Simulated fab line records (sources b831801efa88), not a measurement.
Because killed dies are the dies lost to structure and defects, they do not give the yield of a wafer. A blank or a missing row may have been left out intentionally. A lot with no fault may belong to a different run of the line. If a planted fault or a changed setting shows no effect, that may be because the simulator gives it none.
Comparing a struck lot with a sound one | flow sky130 | 16 out of 708 route steps
Sound: wafers L271.2, L271.3, L271.5. Struck: wafers L282.3, L282.4 (left out: L282.1, a lot-mate that was not struck); the cause follows at the end.
At each step with rows: each side's tool, then ch and its chambers, then its first start. Under that, the readings that differ: sound wafers | struck wafers | difference of the means | sigmas: that difference in standard deviations of wafers without a fault.
alike: words and numbers the same on both sides, and readings whose means are apart by under 2 such deviations; not compared: readings that were withheld, readings missing a value for some wafer, numbers with overlapping values and no deviation given by the record, and bounds like >300 which may hide the same value.
The two part at a step that has a row with sigmas, a row that says differs or no value, or rows on one side only. When numbers do not overlap yet have no deviation, they are printed without sigmas and do not part them. Lack of a reading on every wafer of one side parts them only where that side has two or more wafers.

first, 2 steps without rows for these wafers: SKY_METAL3_PEB_11; SKY_METAL3_DEVELOP_12 (develop time 60 s).
SKY_METAL3_CD_MEAS_13: the cd target is 300 nm.
  sound on cd sem-02, day 39 06:52; struck on cd sem-01, day 41 21:49
  alike: cd nm
SKY_METAL3_OVL_MEAS_14:
  sound on overlay-02, day 39 06:59; struck on overlay-02, day 41 21:56
  alike: METAL3_OVL
then, 1 step without rows for these wafers: SKY_METAL3_DESCUM_15 (chemistry O2, time 8 s).
SKY_METAL3_ETCH_16: etches BARC in N2/H2, stops on SiO2, time 88.2 s, target depth 60 nm.
  sound on rie metal-03 ch 0, day 39 07:06; struck on rie metal-01 ch 0,1, day 41 22:00
  alike: drypump motor current A, oes product au, throttle valve pct
  not compared: rf hours counter h
SKY_METAL3_ETCH_17: etches SiO2 in C4F8/O2/Ar, stops on TiN, time 3.9 s, target depth 15 nm.
  sound on rie diel-04 ch 1,3, day 39 07:16; struck on rie diel-04 ch 1,3, day 41 22:06
  alike: oes product au
SKY_METAL3_METAL_ETCH_18: etches the open film in Cl2/BCl3, stops on SiO2, target depth 845 nm, time 183.1 s.
  sound on rie metal-01 ch 1, day 39 07:17; struck on rie metal-03 ch 0,1, day 41 22:07
  alike: drypump motor current A, oes product au, throttle valve pct
  not compared: rf hours counter h
SKY_METAL3_STRIP_19: strips in O2/N2.
  sound on plasma asher-02 ch 0,1, day 39 07:28; struck on plasma asher-01 ch 0,1, day 41 22:18
  alike: drypump motor current A, oes product au, strip time to endpoint s
  not compared: rf hours counter h
then, 3 steps without rows for these wafers: SKY_METAL3_STRIP_20 (strips in post etch residue remover, time 1200 s); SKY_METAL3_CLEAN_21 (cleans in IPA, time 180 s); SKY_METAL3_CLEAN_22 (cleans in O3/DIW).
SKY_VIA3_HDPCVD_00: deposits SiO2, target thk 1635 nm, time 272.5 s.
  sound on hdpcvd-02 ch 0,2, day 39 08:03; struck on hdpcvd-01 ch 2, day 41 22:53
  reading                                  | sound             | struck      | difference | sigmas
  run length s (s)                         | 300.2 299.8 300.0 | 276.1 276.2 | -23.9      | -61
  model.SiO2_of_VIA3_HDPCVD_00.thk nm (nm) | 1634 1636 1639    | 1483 1475   | -157       |
  alike: pressure mtorr
SKY_VIA3_THK_MEAS_01:
  sound on film metro-01, day 39 08:14; struck on film metro-01, day 41 23:04
  reading              | sound          | struck    | difference | sigmas
  VIA3_HDPCVD_THK (nm) | 1636 1635 1639 | 1484 1477 | -156       | -10
SKY_VIA3_CMP_02: polishes SiO2.
  sound on cmp-02 ch 0,3, day 39 08:17; struck on cmp-02 ch 0,3, day 41 23:07
  alike: motor current A, platen rpm, slurry filter dp kPa
-- the record jumps here: 7 days lie between the struck wafers' starts before and after (it left off in module VIA3 and takes up again in module PAD_OPEN, whose first step shown is number 708 of the route) --
SKY_PAD_OPEN_PROBE_99:
  sound on prober-02, day 46 08:10; struck on prober-01, day 48 15:41
  alike: defect limited yield, killed_at_M0_to_M3, killed_at_M4_up, killed at contacts, killed at front end, killed at other, killed dies, killed open, killed short, sort_bin_3_pad_short, sort_bin_5_function, sort_bin_6_memory, sort n pass, sort yield pct

## WHERE THEY PART
Last at SKY_VIA3_THK_MEAS_01 as far as this record goes, first at SKY_VIA3_HDPCVD_00. Later steps at which nothing parts them and some readings are alike: SKY_VIA3_CMP_02, SKY_PAD_OPEN_PROBE_99.

WHY: what the simulator had put in
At SKY_VIA3_HDPCVD_00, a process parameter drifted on hdpcvd-01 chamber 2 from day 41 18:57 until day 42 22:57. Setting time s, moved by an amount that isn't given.
